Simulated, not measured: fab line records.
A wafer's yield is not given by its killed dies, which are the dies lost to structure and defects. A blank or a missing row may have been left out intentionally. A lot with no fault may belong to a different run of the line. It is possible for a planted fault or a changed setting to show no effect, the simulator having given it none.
Which of the tools did it? + flow sky130 + Sampling: 12 lots, 36 wafers, 5 of 708 route steps

== WHAT THE GAUGES READ, wafer by wafer ==
The record holds no reading of a measuring or inspecting step that can be judged against a usual standard deviation.

== WHAT TOOL EACH LOT RAN ON (gives the tool, then ch and the chambers of the sampled wafers, and finally the start) ==
| lot  | SKY_LOCAL_INTERCONNECT_STRIP_15      | SKY_CONTACT_ETCH_17                | SKY_CONTACT_SPUTTER_23       | SKY_CONTACT_CVD_24            | SKY_PAD_OPEN_PROBE_99   |
|------|--------------------------------------|------------------------------------|------------------------------|-------------------------------|-------------------------|
| L615 | plasma_asher-04 ch 0, day 30 17:02   | rie_diel-04 ch 1,2,3, day 31 22:42 | pvd_sputter-04, day 31 23:23 | cvd_w-02 ch 0, day 31 23:26   | -                       |
| L616 | plasma_asher-02 ch 0,1, day 31 04:19 | rie_diel-03 ch 0,1,3, day 32 09:05 | pvd_sputter-01, day 32 09:46 | cvd_w-02 ch 0,1, day 32 09:50 | -                       |
| L617 | plasma_asher-03 ch 0,1, day 31 12:29 | rie_diel-04 ch 1,3, day 32 16:40   | pvd_sputter-04, day 32 17:21 | cvd_w-02 ch 0,1, day 32 17:25 | -                       |
| L618 | plasma_asher-02 ch 0,1, day 31 19:13 | rie_diel-04 ch 1,2,3, day 33 00:00 | pvd_sputter-01, day 33 00:42 | cvd_w-02 ch 0, day 33 00:50   | -                       |
| L619 | plasma_asher-03 ch 0,1, day 32 06:26 | rie_diel-02 ch 0,2,3, day 33 10:23 | pvd_sputter-04, day 33 11:04 | cvd_w-01 ch 0,1, day 33 11:08 | -                       |
| L622 | plasma_asher-02 ch 0,1, day 33 05:10 | rie_diel-03 ch 0,1,3, day 34 08:53 | pvd_sputter-01, day 34 09:34 | cvd_w-01 ch 0,1, day 34 09:38 | prober-02, day 47 21:37 |
| L623 | plasma_asher-04 ch 0,1, day 33 10:29 | rie_diel-02 ch 0,1,3, day 34 13:57 | pvd_sputter-01, day 34 14:38 | cvd_w-01 ch 0,1, day 34 14:41 | prober-02, day 48 01:08 |
| L632 | plasma_asher-03 ch 0,1, day 36 09:46 | rie_diel-02 ch 0,2,3, day 37 13:17 | pvd_sputter-04, day 37 14:01 | cvd_w-01 ch 0,1, day 37 14:07 | -                       |
| L634 | plasma_asher-02 ch 0,1, day 36 18:56 | rie_diel-04 ch 0,1,2, day 37 22:07 | pvd_sputter-04, day 37 22:48 | cvd_w-01 ch 0,1, day 37 22:52 | -                       |
| L635 | plasma_asher-03 ch 0,1, day 36 23:26 | rie_diel-02 ch 0,1, day 38 02:54   | pvd_sputter-01, day 38 03:37 | cvd_w-01 ch 0,1, day 38 03:43 | -                       |
| L636 | plasma_asher-02 ch 0,1, day 37 08:49 | rie_diel-03 ch 0,3, day 38 12:13   | pvd_sputter-04, day 38 12:54 | cvd_w-02 ch 0, day 38 12:58   | -                       |
| L637 | plasma_asher-03 ch 0,1, day 37 16:32 | rie_diel-04 ch 0,1, day 38 19:08   | pvd_sputter-04, day 38 19:50 | cvd_w-01 ch 0,1, day 38 19:53 | -                       |
- SKY_LOCAL_INTERCONNECT_STRIP_15: strips in O2/N2.
- SKY_CONTACT_ETCH_17: etches SiO2 in C4F8/O2/Ar, stops on Si3N4, target depth 340 nm.
- SKY_CONTACT_SPUTTER_23: material TiN, target thk 20 nm, time 80 s.
- SKY_CONTACT_CVD_24: deposits W, target thk 340 nm, time 102.12 s.
- SKY_PAD_OPEN_PROBE_99

== AS READ BY THE TOOLS THEMSELVES (means over the sampled wafers that have a number; for cases with no such wafer, the mark the record gives instead) ==
SKY_LOCAL_INTERCONNECT_STRIP_15. Usual: chamber_pressure_mTorr 1499.9 mTorr, standard deviation 1.4; drypump_motor_current_A 5.5 A, standard deviation 0.35; n2_flow_sccm 300.1 sccm, standard deviation 0.88; oes_product_au 0.427 a.u., standard deviation 0.0047; strip_time_to_endpoint_s 4.726 s, standard deviation 0.025.
| lot  | tool            | chamber_pressure_mTorr (mTorr) | drypump_motor_current_A (A) | n2_flow_sccm (sccm) | oes_product_au (a.u.) | strip_time_to_endpoint_s (s) | flag |
|------|-----------------|--------------------------------|-----------------------------|---------------------|-----------------------|------------------------------|------|
| L615 | plasma_asher-04 | 1499.4                         | 6.0                         | 300.2               | 0.430                 | 4.726                        |      |
| L616 | plasma_asher-02 | 1500.7                         | 5.5                         | 300.2               | 0.430                 | 4.734                        |      |
| L617 | plasma_asher-03 | 1501.0                         | 5.6                         | 300.1               | 0.434                 | 4.739                        |      |
| L618 | plasma_asher-02 | 1501.2                         | 5.6                         | 299.7               | 0.428                 | 4.741                        |      |
| L619 | plasma_asher-03 | 1500.9                         | 5.6                         | 300.2               | 0.430                 | 4.726                        |      |
| L622 | plasma_asher-02 | 1500.1                         | 5.4                         | 300.9               | 0.424                 | 4.708                        |      |
| L623 | plasma_asher-04 | 1500.6                         | 5.6                         | 300.8               | 0.425                 | 4.760                        |      |
| L632 | plasma_asher-03 | 1500.5                         | 5.3                         | 300.1               | 0.425                 | 4.716                        |      |
| L634 | plasma_asher-02 | 1499.6                         | 5.4                         | 300.0               | 0.425                 | 4.709                        |      |
| L635 | plasma_asher-03 | 1499.5                         | 5.4                         | 300.1               | 0.422                 | 4.684                        |      |
| L636 | plasma_asher-02 | 1499.5                         | 5.5                         | 299.3               | 0.430                 | 4.761                        |      |
| L637 | plasma_asher-03 | 1499.8                         | 5.6                         | 300.6               | 0.431                 | 4.729                        |      |

SKY_CONTACT_ETCH_17. Usual: chamber_pressure_mTorr 40.00 mTorr, standard deviation 0.036; oes_product_au 0.892 a.u., standard deviation 0.0049.
| lot  | tool        | chamber_pressure_mTorr (mTorr) | oes_product_au (a.u.) | flag |
|------|-------------|--------------------------------|-----------------------|------|
| L615 | rie_diel-04 | 40.01                          | 0.894                 |      |
| L616 | rie_diel-03 | 39.97                          | 0.884                 |      |
| L617 | rie_diel-04 | 39.98                          | 0.894                 |      |
| L618 | rie_diel-04 | 39.99                          | 0.893                 |      |
| L619 | rie_diel-02 | 40.01                          | 0.891                 |      |
| L622 | rie_diel-03 | 39.98                          | 0.891                 |      |
| L623 | rie_diel-02 | 40.00                          | 0.891                 |      |
| L632 | rie_diel-02 | 40.02                          | 0.888                 |      |
| L634 | rie_diel-04 | 40.00                          | 0.890                 |      |
| L635 | rie_diel-02 | 40.01                          | 0.891                 |      |
| L636 | rie_diel-03 | 40.01                          | 0.888                 |      |
| L637 | rie_diel-04 | 40.01                          | 0.896                 |      |

SKY_CONTACT_SPUTTER_23. Usual: throttle_valve_pct reads 29.9 % (standard deviation 0.88).
| lot  | tool           | throttle_valve_pct (%) | flag |
|------|----------------|------------------------|------|
| L615 | pvd_sputter-04 | 29.7                   |      |
| L616 | pvd_sputter-01 | 30.5                   |      |
| L617 | pvd_sputter-04 | 29.3                   |      |
| L618 | pvd_sputter-01 | 30.7                   |      |
| L619 | pvd_sputter-04 | 29.4                   |      |
| L622 | pvd_sputter-01 | 30.8                   |      |
| L623 | pvd_sputter-01 | 30.7                   |      |
| L632 | pvd_sputter-04 | 28.9                   |      |
| L634 | pvd_sputter-04 | 29.5                   |      |
| L635 | pvd_sputter-01 | 30.4                   |      |
| L636 | pvd_sputter-04 | 29.4                   |      |
| L637 | pvd_sputter-04 | 29.9                   |      |

SKY_CONTACT_CVD_24. Usual: chamber_pressure_Torr 39.99 Torr, standard deviation 0.075; heater_power_w 801 W, standard deviation 78.
| lot  | tool     | chamber_pressure_Torr (Torr) | heater_power_w (W) | flag |
|------|----------|------------------------------|--------------------|------|
| L615 | cvd_w-02 | 39.95                        | 726                |      |
| L616 | cvd_w-02 | 39.99                        | 778                |      |
| L617 | cvd_w-02 | 39.94                        | 778                |      |
| L618 | cvd_w-02 | 39.97                        | 734                |      |
| L619 | cvd_w-01 | 40.02                        | 803                |      |
| L622 | cvd_w-01 | 41.43                        | 793                | OFF  |
| L623 | cvd_w-01 | 41.34                        | 797                | OFF  |
| L632 | cvd_w-01 | 40.03                        | 801                |      |
| L634 | cvd_w-01 | 39.98                        | 866                |      |
| L635 | cvd_w-01 | 39.92                        | 800                |      |
| L636 | cvd_w-02 | 40.06                        | 735                |      |
| L637 | cvd_w-01 | 39.93                        | 875                |      |

SKY_PAD_OPEN_PROBE_99. Usual: killed_at_M0_to_M3 45, standard deviation 7.1; killed_at_M4_up 3.0, standard deviation 1.8; killed_at_contacts 24, standard deviation 5.4; killed_at_front_end 16, standard deviation 4.9; killed_at_other 0.3, standard deviation 0.63; killed_dies 88, standard deviation 11; killed_open 47, standard deviation 7.4; killed_short 40, standard deviation 7.
| lot  | tool      | killed_at_M0_to_M3 | killed_at_M4_up | killed_at_contacts | killed_at_front_end | killed_at_other | killed_dies | killed_open | killed_short | flag |
|------|-----------|--------------------|-----------------|--------------------|---------------------|-----------------|-------------|-------------|--------------|------|
| L622 | prober-02 | 43                 | 1.7             | 21                 | 15                  | 0.0             | 81          | 44          | 37           |      |
| L623 | prober-02 | 46                 | 3.3             | 19                 | 12                  | 0.3             | 81          | 45          | 37           |      |

== THE ANSWER, worked out from the rows above alone ==
Rule: a lot counts as off when the mean over its wafers that have a number is more than 3 standard deviations away from the usual mean. Also off: a lot with no number at a reading for which 4 or more lots have one. All remaining lots with rows at the step are treated as sound. First the gauges in route order, then the tools' own readings, where a lot's mean is used as printed above. At the first step where some lot is off, the reading lying furthest off is the one used; lots without a number count as furthest.
Off, at SKY_CONTACT_CVD_24 on chamber_pressure_Torr: L622, L623.
A tool fits if, at that step or a process step before it, it ran every lot that is off, and no sound lot after the first of them. None of those tried fits.

== WHAT THE SIMULATOR HAD INSERTED ==
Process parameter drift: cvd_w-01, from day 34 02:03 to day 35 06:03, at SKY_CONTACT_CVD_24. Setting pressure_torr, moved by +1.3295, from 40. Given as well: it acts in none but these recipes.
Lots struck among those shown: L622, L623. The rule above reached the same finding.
